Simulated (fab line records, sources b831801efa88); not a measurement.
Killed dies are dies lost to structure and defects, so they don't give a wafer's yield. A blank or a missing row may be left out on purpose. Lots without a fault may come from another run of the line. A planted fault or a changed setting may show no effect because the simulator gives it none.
Chamber matching | flow sky130 | SKY_SONOS_ONO_ETCH_15 on rie_diel-03: 4 sister chambers
The step etches the open film in CHF3/O2, target depth 19.52 nm, time 7.8 s. 27 wafers are shown with their chamber, then 12 later ones without.

WAFERS WITH THEIR CHAMBER
wafer  | chamber | drypump_motor_current_A (A) | oes_product_au (a.u.) | throttle_valve_pct (%)
L075.1 | 2       | 5.6                         | 0.991                 | 8.817
L075.2 | 3       | 5.9                         | 1.006                 | 8.831
L075.3 | 0       | 4.9                         | 0.989                 | 8.832
L075.4 | 1       | 5.0                         | 0.994                 | 8.813
L075.5 | 0       | 4.9                         | 0.991                 | 8.805
L075.6 | 3       | 5.9                         | 1.006                 | 8.822
L077.1 | 3       | 5.9                         | 1.009                 | 8.836
L077.4 | 2       | 5.6                         | 0.988                 | 8.818
L077.6 | 3       | 5.9                         | 1.000                 | 8.810
L078.1 | 3       | 5.9                         | 1.003                 | 8.823
L078.2 | 1       | 5.0                         | 1.004                 | 8.825
L078.3 | 2       | 5.6                         | 0.988                 | 8.819
L078.4 | 0       | 4.9                         | 0.996                 | 8.836
L078.5 | 3       | 5.9                         | 1.009                 | 8.821
L078.6 | 0       | 4.9                         | 0.997                 | 8.827
L085.1 | 2       | 5.5                         | 0.986                 | 8.819
L085.4 | 1       | 5.0                         | 1.008                 | 8.840
L085.6 | 0       | 4.9                         | 0.995                 | 8.827
L086.4 | 2       | 5.6                         | 0.981                 | 8.826
L086.5 | 0       | 4.9                         | 1.000                 | 8.817
L086.6 | 3       | 5.9                         | 0.990                 | 8.835
L087.1 | 0       | 4.9                         | 0.996                 | 8.839
L087.2 | 1       | 4.9                         | 0.998                 | 8.822
L087.6 | 3       | 5.9                         | 1.002                 | 8.843
L089.3 | 1       | 4.9                         | 1.013                 | 8.830
L089.4 | 1       | 4.9                         | 1.024                 | 8.816
L089.6 | 3       | 5.9                         | 1.009                 | 8.838

SIGNATURES (means of the wafers above)
reading                 | chamber 0 | chamber 1 | chamber 2 | chamber 3 | scatter within a chamber
drypump_motor_current_A | 4.900     | 4.950     | 5.580     | 5.900     | 0.0316
oes_product_au          | 0.99486   | 1.00683   | 0.98680   | 1.00378   | 0.00667
throttle_valve_pct      | 8.82614   | 8.82433   | 8.81980   | 8.82878   | 0.00986
Rule: a wafer's distance from a chamber is the root of the sum, over the readings, of the square of ((its reading less the chamber's mean) divided by the reading's scatter). The wafer belongs to the nearest chamber; if the next one is less than 2 further off, it can't be placed. The scatter: the root of (the sum of the squares of (reading less its chamber's mean) over the shown wafers, divided by (wafers less chambers)).

WAFERS WITHOUT THEIR CHAMBER
wafer  | drypump_motor_current_A (A) | oes_product_au (a.u.) | throttle_valve_pct (%)
L092.2 | 5.6                         | 0.995                 | 8.822
L092.5 | 5.5                         | 0.999                 | 8.828
L092.6 | 5.0                         | 0.995                 | 8.823
L093.1 | 4.9                         | 1.005                 | 8.823
L093.4 | 4.9                         | 1.000                 | 8.829
L093.5 | 5.6                         | 0.996                 | 8.825
L096.1 | 5.6                         | 1.003                 | 8.815
L096.2 | 4.9                         | 0.998                 | 8.826
L096.3 | 5.9                         | 1.004                 | 8.828
L096.4 | 4.9                         | 1.018                 | 8.828
L096.5 | 4.9                         | 0.992                 | 8.825
L096.6 | 5.9                         | 1.015                 | 8.820

WHICH CHAMBER EACH WENT THROUGH
wafer  | from the rows above     | in truth
L092.2 | 2                       | 2
L092.5 | 2                       | 2
L092.6 | can't be placed: 1 or 0 | 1
L093.1 | can't be placed: 0 or 1 | 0
L093.4 | can't be placed: 0 or 1 | 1
L093.5 | 2                       | 2
L096.1 | 2                       | 2
L096.2 | can't be placed: 0 or 1 | 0
L096.3 | 3                       | 3
L096.4 | can't be placed: 1 or 0 | 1
L096.5 | 0                       | 0
L096.6 | 3                       | 3
Placed correctly: 7 of 12. Can't be placed from these rows: 5 (the true chamber is among the candidates in 5). Placed wrongly: 0.
